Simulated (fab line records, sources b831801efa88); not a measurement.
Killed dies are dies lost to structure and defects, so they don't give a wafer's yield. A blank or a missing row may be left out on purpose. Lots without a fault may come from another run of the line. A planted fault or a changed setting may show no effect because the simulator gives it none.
One fault seen from 2 desks | flow sky130 | each desk has only its own numbers; what lay behind them comes last

THE METROLOGY DESK
What the gauges read, lot by lot, whatever tool the lot ran on: means of the sampled wafers that have a number. A lot is out of limits, marked OUT, if its mean lies more than 4 standard deviations from the usual mean; the brackets give that distance.
Columns: A = METAL1_ALCU_RS at SKY_METAL1_RS_MEAS_05, usual 0.1273 ohm/sq; B = METAL1_ALCU_THK at SKY_METAL1_THK_MEAS_06, usual 249 nm
lot  | first seen here | A      | B
L193 | day 32 14:16    | 0.1266 | 250
L197 | day 33 22:25    | 0.1278 | 248
L196 | day 33 22:32    | 0.1269 | 248
L198 | day 34 06:50    | 0.1279 | 248
L199 | day 35 19:10    | 0.1279 | 249
L200 | day 35 19:20    | 0.1284 | 245
L201 | day 36 01:34    | 0.1285 | 245
L205 | day 36 20:00    | 0.1272 | 249
L204 | day 36 22:02    | 0.1272 | 248
L209 | day 38 01:10    | 0.1328 | 239
L210 | day 38 03:24    | 0.1318 | 241
This desk's finding: nothing out of limits on any of the 11 lots.

THE TOOL OWNER'S DESK: pvd_sputter-01
The tool's own readings at SKY_METAL1_SPUTTER_02 (material AlCu, target thk 250 nm, time 13.3 s): means of the sampled wafers that have a number, for each lot that ran on this tool. A lot is out of limits, marked OUT, if its mean lies more than 4 standard deviations from the usual mean; the brackets give that distance.
Columns: A = throttle_valve_pct at SKY_METAL1_SPUTTER_02, usual 30.3 %
lot  | first seen here | A
L193 | day 32 14:10    | 30.4
L197 | day 33 22:19    | 30.3
L199 | day 35 19:05    | 30.5
L205 | day 36 19:55    | 30.0
L209 | day 38 01:02    | 30.1
L210 | day 38 03:19    | 30.8
This desk's finding: nothing out of limits on any of the 6 lots.

PUT TOGETHER
The metrology desk saw nothing out of limits.
The tool owner's desk saw nothing out of limits.

WHAT THE SIMULATOR HAD PUT IN
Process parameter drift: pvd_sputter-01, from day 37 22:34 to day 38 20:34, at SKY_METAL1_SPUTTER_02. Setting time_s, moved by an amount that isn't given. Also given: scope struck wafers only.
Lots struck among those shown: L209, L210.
